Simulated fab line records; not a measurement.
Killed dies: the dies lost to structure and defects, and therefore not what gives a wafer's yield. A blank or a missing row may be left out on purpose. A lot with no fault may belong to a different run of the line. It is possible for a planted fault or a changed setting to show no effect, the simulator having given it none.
One fault through the eyes of 2 desks | flow sky130 | each desk holds nothing but its own numbers, with what lay behind them at the end

== DESK OF THE TOOL OWNER: pvd sputter-03 ==
The tool's own readings at SKY_METAL4_SPUTTER_02 (material AlCu, target thk 735 nm, time 39.1 s): means of the sampled wafers that have a number, for each lot that ran on this tool. A lot is out of limits, marked OUT, if its mean lies more than 4 standard deviations from the usual mean; the brackets give that distance.
Columns: A = cathode dc power W at SKY_METAL4_SPUTTER_02, usual 10600 W; B = throttle valve pct at SKY_METAL4_SPUTTER_02, usual 29.9 %
lot  | first seen here | A                       | B
L564 | day 41 21:17    | 10598                   | 29.5
L565 | day 41 22:44    | 10598                   | 29.5
L569 | day 42 18:57    | 10599                   | 29.5
L572 | day 43 18:44    | 10601                   | 29.5
L573 | day 43 23:44    | 10045 (-99 or more) OUT | 29.7
L574 | day 44 03:25    | 10324 (-99 or more) OUT | 29.7
L579 | day 45 10:13    | 10324 (-99 or more) OUT | 30.0
Finding of this desk: L573, L574, L579 out of limits; the first was L573 at day 43 23:44, on cathode dc power W at SKY_METAL4_SPUTTER_02. L564, L565, L569, L572 stayed within limits.

== FROM THE METROLOGY DESK ==
Means of the sampled wafers that have a number, per lot and without regard to the tool the lot ran on: this is what the gauges read. A lot is out of limits, marked OUT, if its mean lies more than 4 standard deviations from the usual mean; the brackets give that distance.
Columns: A = CAP2M_TIN_THK at SKY_CAP2M_THK_MEAS_04, usual 200.8 nm
lot  | first seen here | A
L562 | day 40 16:32    | 201.8
L564 | day 41 21:43    | 201.3
L565 | day 41 23:10    | 202.6
L569 | day 42 19:22    | 199.9
L570 | day 43 00:50    | 201.3
L572 | day 43 19:09    | 202.1
L573 | day 44 00:10    | 198.5
L574 | day 44 03:50    | 200.9
L579 | day 45 10:38    | 200.5
L581 | day 45 21:53    | 203.3
L582 | day 46 01:37    | 203.3
This desk found nothing out of limits on any of the 11 lots.

== PUT TOGETHER ==
At day 43 23:44, on L573, L574, L579, the tool owner's desk was in a position to raise an alarm.
Metrology desk: nothing out of limits seen.
The metrology desk has L573, L574, L579 on record, within its limits.
All the named lots went through SKY_METAL4_SPUTTER_02 on pvd sputter-03.

== WHAT WAS PUT IN BY THE SIMULATOR ==
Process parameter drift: pvd sputter-03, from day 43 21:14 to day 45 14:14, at SKY_METAL4_SPUTTER_02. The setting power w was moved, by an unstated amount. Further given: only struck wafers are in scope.
Struck lots among those shown: L573, L574, L579.
Hours from the fault's start to each desk's first reading out of limits: the tool owner's desk, 2.
